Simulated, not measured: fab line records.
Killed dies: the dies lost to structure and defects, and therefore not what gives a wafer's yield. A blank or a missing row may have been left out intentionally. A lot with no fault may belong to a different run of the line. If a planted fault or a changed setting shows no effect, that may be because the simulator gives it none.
A struck lot beside a sound one | flow sky130 | 19 out of 708 route steps
Sound: the wafers L179.1, L179.3, L179.5. Wafers struck: L193.1, L193.2, L193.6. The cause is named last.
Order at every step that has rows: each side's tool, ch and its chambers, its first start. Under that, the readings that differ: sound wafers | struck wafers | difference of the means | sigmas: that difference in standard deviations of wafers without a fault.
alike: same words and numbers on both sides, and readings whose means sit less than 2 such deviations apart. not compared: any withheld reading, any reading some wafer has no value for, any bound like >300 that may hide the same value, and any number with overlapping values for which the record gives no deviation.
Wherever a step has rows on one side only, a row that says differs or no value, or a row with sigmas, the two part there. Numbers that have no deviation but don't overlap get no sigmas and don't part them. A reading missing from all wafers of one side parts the sides only when that side holds two or more wafers.

first, 3 steps without rows for these wafers: SKY_VT_ADJUST_NCORE_EXPOSE_04 (exposes mask LVTN COMPLEMENT THIN, target cd 380 nm); SKY_VT_ADJUST_NCORE_PEB_05; SKY_VT_ADJUST_NCORE_DEVELOP_06 (develop time 60 s).
SKY_VT_ADJUST_NCORE_CD_MEAS_07 targets a cd of 380 nm.
  sound on cd-sem-01 at day 8 13:02; struck on cd-sem-02 at day 12 21:37
  reading    | sound             | struck            | difference | sigmas
  cd-nm (nm) | 383.3 383.9 384.0 | 375.7 375.4 377.0 | -7.7       | -3
SKY_VT_ADJUST_NCORE_OVL_MEAS_08:
  sound on overlay-01 at day 8 13:10; struck on overlay-01 at day 12 21:44
  alike: VT_ADJUST_NCORE_OVL
following that, these wafers have no rows for 1 step: SKY_VT_ADJUST_NCORE_IMPLANT_09.
SKY_VT_ADJUST_NCORE_STRIP_10: strips in O2/N2.
  sound on plasma-asher-04 ch 0,1, day 8 13:20; struck on plasma-asher-03 ch 0,1, day 12 21:55
  alike: drypump-motor-current-A, oes-product-au, strip-time-to-endpoint-s
  not compared: rf-hours-counter-h
SKY_VT_ADJUST_NCORE_TW_MEAS_11:
  sound on film-metro-03 at day 8 13:26; struck on film-metro-04 at day 12 22:01
  alike: VT_ADJUST_NCORE_TW
then, 4 steps without rows for these wafers: SKY_VT_ADJUST_HVTR_DEHYDRATE_00 (time 60 s); SKY_VT_ADJUST_HVTR_HMDS_01 (prime time 60 s); SKY_VT_ADJUST_HVTR_COAT_02 (resist thk 1140 nm); SKY_VT_ADJUST_HVTR_SOFTBAKE_03 (time 60 s).
SKY_VT_ADJUST_HVTR_EXPOSE_04: exposes mask HVTRM, target cd 380 nm.
  sound on iline-stepper-02 ch 0, day 8 23:25; struck on iline-stepper-02 ch 0, day 13 10:32
  reading                                | sound                   | struck      | difference | sigmas
  model.VT_ADJUST_HVTR.overlay-x-nm (nm) | -0.8438 -0.8438 -0.8438 | 112 112 112 | +113       |
  alike: mask
then, 2 steps without rows for these wafers: SKY_VT_ADJUST_HVTR_PEB_05; SKY_VT_ADJUST_HVTR_DEVELOP_06 (develop time 60 s).
SKY_VT_ADJUST_HVTR_CD_MEAS_07 targets a cd of 380 nm.
  sound on cd-sem-01 at day 9 10:02; struck on cd-sem-01 at day 13 23:28
  alike: cd-nm
SKY_VT_ADJUST_HVTR_OVL_MEAS_08:
  sound on overlay-02 at day 9 10:10; struck on overlay-01 at day 13 23:35
  reading                 | sound          | struck            | difference | sigmas
  VT_ADJUST_HVTR_OVL (nm) | -1.2 -1.9 -1.8 | 111.9 111.0 111.3 | +113.0     | +87
following that, these wafers have no rows for 1 step: SKY_VT_ADJUST_HVTR_IMPLANT_09.
-- here the record skips 35 days between the struck wafers' starts before and after, leaving off in module VT_ADJUST_HVTR and picking up in module PAD_OPEN (first step shown: number 708 of the route) --
SKY_PAD_OPEN_PROBE_99:
  sound on prober-02 at day 45 18:26; struck on prober-02 at day 49 09:10
  reading                                  | sound                   | struck                  | difference | sigmas
  killed_at_M0_to_M3                       | 48 31 32                | 47 49 54                | +13        | +2
  model.etest.pfet_01v8_mvt.drive-ua-um    | 154.5 156.5 158.7       | 144.1 144.5 145.1       | -12.0      |
  model.etest.pfet_01v8_mvt.off-log10-a-um | -10.36 -10.22 -10.32    | -11.6 -11.51 -11.64     | -1.3       |
  model.etest.pfet_01v8_mvt.vt-sat-v (V)   | -0.5569 -0.5447 -0.5456 | -0.6582 -0.659 -0.662   | -0.1107    |
  model.etest.pfet_01v8_mvt.vt-v (V)       | -0.6372 -0.629 -0.6357  | -0.7337 -0.7345 -0.7343 | -0.1002    |
  alike: killed_at_M4_up, killed-at-contacts, killed-at-front-end, killed-at-other, killed-dies, killed-open, killed-short

WHERE THEY PART
Earliest at SKY_VT_ADJUST_NCORE_CD_MEAS_07; latest, in this record, at SKY_PAD_OPEN_PROBE_99.

WHY: what the simulator had put in
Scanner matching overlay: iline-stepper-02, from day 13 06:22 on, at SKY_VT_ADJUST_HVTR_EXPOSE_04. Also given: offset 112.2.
